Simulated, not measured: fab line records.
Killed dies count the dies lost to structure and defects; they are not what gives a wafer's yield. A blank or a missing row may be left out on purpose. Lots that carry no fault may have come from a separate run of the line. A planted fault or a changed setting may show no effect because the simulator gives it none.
fab line records	flow gf180mcu
[record] lots = 15	wafers = 45	lastDay = 34
route steps=602 shown CONTACT@312 V1@338 V2@382
lots with no fault: from the same line, run without faults
startH: hours from the record's first day to the start of the lot's first wafer shown	waitH: hours elapsed since this lot's preceding step	" as in the row above	L1.1+2: a row that stands for several wafers	- value missing, or start not given	* or withheld: withheld	< > ~ a bound
route shown NAME@n: names a module that has steps shown in the file, with the first one's number in the route	usual: mean/standard deviation of fault-free wafers	same: alike in all rows	chamber/n: place in a boat	sites: each site's reading	_std_site: how widely they spread, as a standard deviation	_edge_site: inner sites' mean taken away from outer sites' mean	radiusMm: for every site, how far away it sits from the centre of the wafer	mask NAME#n: copy n	behind: the tool/chamber that last shaped the wafer	hold: why the lot was held/for how many hours/how that ended	device: names the non-switching transistor (n, p or np)	end of line: tests run on the same wafers once the route is complete	a step with no rows: only its recipe	killed: at the first sort, the dies lost to defects and structure; wafer yield is something else	map: shows each die of a wafer: x if killed, . if not, _ if none is there
set.NAME: the setting that was run; set.NAME@STEP: the one run at that earlier step	model.NAME: the simulator's own value behind a step, which no gauge read
route steps across a sampled set of lots; one table per step, one row per wafer
services: when a tool's chamber went out of use (startH, in hours from the record's first day, below 0 if earlier), for how many hours, and the reason
[[steps]]
[step GF_CONTACT_RS_MEAS_25]
[recipe] thkMeasGauge = four-point-probe	reads = W_of_CONTACT_CVD_24+TiN_of_CONTACT_SPUTTER_23+Ti_of_CONTACT_SPUTTER_22
[usual] CONTACT_W_RS = 0.383/0.0051
lot.wafer	tool	chamber	startH	waitH	CONTACT_W_RS[ohm/sq]
L749.2	filmMetro-03	-	366.76	0.1	0.381
L749.3	"	-	"	"	0.380
L749.4	"	-	"	"	0.384
L750.3	filmMetro-03	-	374.20	0.1	0.385
L750.5	"	-	"	"	0.385
L750.6	"	-	"	"	0.382
L752.2	filmMetro-03	-	389.38	0.1	0.381
L752.3	"	-	"	"	0.378
L752.6	"	-	"	"	0.378
L755.3	filmMetro-04	-	418.88	0.1	0.385
L755.4	"	-	"	"	0.390
L755.6	"	-	"	"	0.387
L759.2	filmMetro-03	-	455.31	0.1	0.373
L759.5	"	-	"	"	0.374
L759.6	"	-	"	"	0.379
L761.1	filmMetro-04	-	471.76	0.1	0.388
L761.4	"	-	"	"	0.387
L761.6	"	-	"	"	0.388
L762.1	filmMetro-01	-	482.80	0.1	0.389
L762.4	"	-	"	"	0.394
L762.5	"	-	"	"	0.388
L763.2	filmMetro-01	-	496.23	0.1	0.379
L763.4	"	-	"	"	0.381
L763.6	"	-	"	"	0.386
L764.1	filmMetro-03	-	496.98	0.1	0.392
L764.3	"	-	"	"	0.393
L764.4	"	-	"	"	0.390
L766.2	filmMetro-04	-	514.08	0.1	0.388
L766.3	"	-	"	"	0.381
L766.5	"	-	"	"	0.382
L767.1	filmMetro-03	-	525.56	0.1	0.382
L767.4	"	-	"	"	0.390
L767.5	"	-	"	"	0.382
L768.1	filmMetro-03	-	527.60	0.1	0.382
L768.3	"	-	"	"	0.379
L768.5	"	-	"	"	0.386
L769.1	filmMetro-03	-	538.30	0.1	0.386
L769.3	"	-	"	"	0.385
L769.5	"	-	"	"	0.382
L770.1	filmMetro-04	-	546.90	0.1	0.384
L770.2	"	-	"	"	0.389
L770.6	"	-	"	"	0.390
L772.1	filmMetro-01	-	559.04	0.1	0.390
L772.2	"	-	"	"	0.397
L772.4	"	-	"	"	0.393
[step GF_V1_THK_MEAS_03]
[recipe] reads = SiO2_of_V1_CVD_02
[usual] V1_CVD_02_THK = 852/11
lot.wafer	tool	chamber	startH	waitH	V1_CVD_02_THK[nm]
L749.2	filmMetro-01	-	390.63	0.0	844
L749.3	"	-	"	"	850
L749.4	"	-	"	"	861
L750.3	filmMetro-02	-	398.95	0.1	842
L750.5	"	-	"	"	871
L750.6	"	-	"	"	859
L752.2	filmMetro-02	-	414.95	0.0	832
L752.3	"	-	"	"	838
L752.6	"	-	"	"	861
L755.3	filmMetro-01	-	445.09	0.1	844
L755.4	"	-	"	"	870
L755.6	"	-	"	"	850
L759.2	filmMetro-03	-	481.26	0.0	832
L759.5	"	-	"	"	850
L759.6	"	-	"	"	835
L761.1	filmMetro-02	-	497.54	0.0	838
L761.4	"	-	"	"	855
L761.6	"	-	"	"	868
L762.1	filmMetro-03	-	508.47	0.0	846
L762.4	"	-	"	"	851
L762.5	"	-	"	"	861
L763.2	filmMetro-03	-	521.25	0.0	857
L763.4	"	-	"	"	861
L763.6	"	-	"	"	863
L764.1	filmMetro-01	-	521.58	0.0	839
L764.3	"	-	"	"	849
L764.4	"	-	"	"	855
L766.2	filmMetro-03	-	539.19	0.0	864
L766.3	"	-	"	"	849
L766.5	"	-	"	"	862
L767.1	filmMetro-01	-	550.19	0.0	868
L767.4	"	-	"	"	869
L767.5	"	-	"	"	874
L768.1	filmMetro-02	-	552.49	0.0	843
L768.3	"	-	"	"	844
L768.5	"	-	"	"	850
L769.1	filmMetro-03	-	562.68	0.0	849
L769.3	"	-	"	"	846
L769.5	"	-	"	"	858
L770.1	filmMetro-02	-	570.72	0.0	862
L770.2	"	-	"	"	849
L770.6	"	-	"	"	856
L772.1	filmMetro-03	-	583.13	0.0	832
L772.2	"	-	"	"	844
L772.4	"	-	"	"	855
[step GF_V1_CMP_26]
[recipe] stopOn = SiO2	downForcePsi = 3.5	platenRpm = 60	tOverpolishS = 15	targetThkNm = 0	padVelocityMS = 0.94248
[usual] motorCurrentA = 10.8/1.2	overpolishRunS = 15.000/0.0091	timeToEndpointS = 85/3.5
[same] tOverpolishS = 15
lot.wafer	tool	chamber	startH	waitH	motorCurrentA	overpolishRunS	timeToEndpointS
L749.3	cmp-02	1	415.89	0.1	9.2	15.008	84
L749.4	"	2	"	"	10.7	15.000	88
L749.2	"	3	"	"	11.6	14.991	83
L750.3	cmp-02	1	424.54	0.1	9.4	14.994	83
L750.6	"	0	"	"	10.3	14.990	85
L750.5	"	1	"	"	9.3	15.014	84
L752.2	cmp-02	0	440.55	0.1	10.5	14.983	82
L752.3	"	1	"	"	9.2	15.010	86
L752.6	"	3	"	"	11.7	15.012	84
L755.3	cmp-02	0	470.90	0.0	10.2	15.008	87
L755.4	"	3	"	"	11.7	15.009	90
L755.6	"	0	"	"	10.3	14.994	90
L759.2	cmp-02	0	506.76	0.1	10.3	14.999	85
L759.5	"	3	"	"	12.2	14.997	87
L759.6	"	0	"	"	10.2	14.992	85
L761.1	cmp-01	1	522.54	0.1	12.0	15.004	86
L761.4	"	2	"	"	9.8	15.004	81
L761.6	"	0	"	"	11.1	14.990	81
L762.4	cmp-01	3	533.13	0.0	11.3	15.002	79
L762.1	"	0	"	"	11.6	14.995	79
L762.5	"	0	"	"	11.1	14.979	80
L763.4	cmp-02	2	545.69	0.0	11.7	14.996	88
L763.2	"	3	"	"	12.1	14.999	83
L763.6	"	3	"	"	12.6	15.002	81
L764.3	cmp-02	0	545.99	0.1	10.1	15.005	82
L764.1	"	1	"	"	8.5	14.994	81
L764.4	"	3	"	"	11.8	15.002	84
L766.2	cmp-02	0	563.30	0.1	10.6	15.007	87
L766.3	"	1	"	"	8.7	15.008	85
L766.5	"	3	"	"	11.5	15.006	80
L767.4	cmp-02	1	574.68	0.2	9.0	14.979	82
L767.1	"	2	"	"	10.8	14.989	88
L767.5	"	0	"	"	10.1	15.000	83
L768.3	cmp-01	3	576.34	0.4	11.0	14.985	85
L768.1	"	0	"	"	11.0	14.999	85
L768.5	"	2	"	"	9.9	14.989	81
L769.1	cmp-01	0	585.37	0.1	11.0	15.014	83
L769.3	"	1	"	"	13.0	14.997	87
L769.5	"	1	"	"	13.2	15.018	88
L770.1	cmp-02	0	593.58	0.1	10.5	15.006	81
L770.2	"	3	"	"	11.7	15.001	88
L770.6	"	1	"	"	8.9	15.005	86
L772.4	cmp-01	1	606.19	0.0	13.1	15.000	91
L772.2	"	2	"	"	10.1	14.999	85
L772.1	"	3	"	"	11.0	15.012	84
[step GF_V2_CVD_00]
[recipe] material = SiO2	targetThkNm = 600	sigmaOpenFrac = 0.3	tempC = 400	timeS = 100	sih4FlowSccm = 60	pressureMtorr = 6
[usual] pressureMtorr = 5.999/0.012	runLengthS = 127.7/0.45	susceptorTempC = 399.96/0.23
lot.wafer	tool	chamber	startH	waitH	pressureMtorr	runLengthS	susceptorTempC
L749.2	hdpcvd-02	0	440.92	0.0	5.997	128.8	399.87
L749.3	"	1	"	"	6.009	127.7	400.41
L749.4	"	0	"	"	5.987	128.1	400.23
L750.3	hdpcvd-01	0	450.23	0.0	6.014	127.8	399.86
L750.5	"	2	"	"	6.012	127.8	400.15
L750.6	"	1	"	"	5.991	127.6	400.14
L752.2	hdpcvd-02	0	466.17	0.0	6.005	128.3	400.11
L752.3	"	1	"	"	6.002	127.0	399.86
L752.6	"	0	"	"	6.006	128.4	400.17
L755.3	hdpcvd-02	0	495.90	0.0	6.003	128.3	399.64
L755.4	"	0	"	"	6.005	128.1	400.21
L755.6	"	1	"	"	6.005	127.1	399.85
L759.2	hdpcvd-02	1	531.55	0.0	6.001	127.2	399.50
L759.5	"	2	"	"	5.965	127.2	399.79
L759.6	"	1	"	"	6.002	127.0	399.55
L761.1	hdpcvd-01	0	546.54	0.0	-	-	-
L761.4	"	0	"	"	-	-	-
L761.6	"	2	"	"	-	-	-
L762.1	hdpcvd-02	2	556.83	0.0	-	-	-
L762.4	"	1	"	"	-	-	-
L762.5	"	2	"	"	-	-	-
L763.2	hdpcvd-01	2	569.03	0.0	-	-	-
L763.4	"	0	"	"	-	-	-
L763.6	"	1	"	"	-	-	-
L764.1	hdpcvd-02	0	569.49	0.0	6.019	128.4	399.84
L764.3	"	2	"	"	5.990	127.5	400.22
L764.4	"	2	"	"	6.017	127.7	399.66
L766.2	hdpcvd-01	0	585.98	0.0	6.004	127.5	400.23
L766.3	"	1	"	"	6.011	126.9	399.90
L766.5	"	0	"	"	6.005	128.1	400.21
L767.1	hdpcvd-01	2	597.12	0.0	5.999	128.0	399.93
L767.4	"	1	"	"	5.998	127.3	399.89
L767.5	"	2	"	"	6.015	127.8	400.03
L768.1	hdpcvd-01	1	598.98	0.0	5.990	127.3	400.19
L768.3	"	0	"	"	5.994	128.1	399.85
L768.5	"	2	"	"	5.990	128.1	400.22
L769.1	hdpcvd-01	1	607.68	0.0	6.003	127.6	399.88
L769.3	"	0	"	"	6.005	127.8	400.19
L769.5	"	1	"	"	6.001	127.0	399.37
L770.1	hdpcvd-02	2	616.24	0.0	5.990	127.0	399.83
L770.2	"	1	"	"	5.989	127.8	400.03
L770.6	"	2	"	"	6.002	127.1	399.71
L772.1	hdpcvd-02	2	628.32	0.0	6.000	127.2	400.27
L772.2	"	1	"	"	6.000	127.5	399.92
L772.4	"	2	"	"	6.018	127.3	399.83
[[services]]
tool	chamber	startH	hours	kind
cmp-01	-	395.83	0.3	repair
cmp-02	-	404.00	4.0	pm
hdpcvd-02	0	407.74	5.7	repair
cmp-02	-	408.00	-	consumableReplace:conditioner
cmp-02	-	408.00	-	consumableReplace:pad
hdpcvd-02	-	422.39	1.7	repair
cmp-02	-	454.54	12.0	pm
cmp-02	-	490.13	5.3	pm
hdpcvd-02	0	516.17	2.3	repair
cmp-01	-	516.56	1.1	repair
hdpcvd-01	2	517.28	13.4	repair
hdpcvd-02	-	539.25	15.0	pm
hdpcvd-02	0	539.25	15.0	ventCycle
hdpcvd-02	1	539.25	15.0	ventCycle
hdpcvd-02	2	539.25	15.0	ventCycle
hdpcvd-02	0	554.25	-	clean
hdpcvd-02	1	554.25	-	clean
hdpcvd-02	2	554.25	-	clean
cmp-01	-	572.24	4.0	pm
cmp-02	-	575.86	2.2	repair
cmp-01	-	576.24	-	consumableReplace:conditioner
cmp-01	-	576.24	-	consumableReplace:pad
hdpcvd-01	-	626.64	6.0	pm
[[key]]
[firstSign] step = GF_V2_CVD_00	reading = toolRecord	direction = missing
effect none on later readings
metAt GF_V2_CVD_00
struckLots L761,L762,L763
scrappedBehind GF_V2_THK_MEAS_01 L761.1,L761.4,L761.6,L762.1,L762.4,L762.5,L763.2,L763.4,L763.6
notActingAt GF_CONTACT_RS_MEAS_25,GF_V1_THK_MEAS_03,GF_V1_CMP_26
onsetBetween 531.55 546.54
[fault] kind = skippedStepWhole	tool = hdpcvd-01,hdpcvd-02	chamber = -	onsetH = 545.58	steps = GF_V2_CVD_00	scope = struckLotsOnly
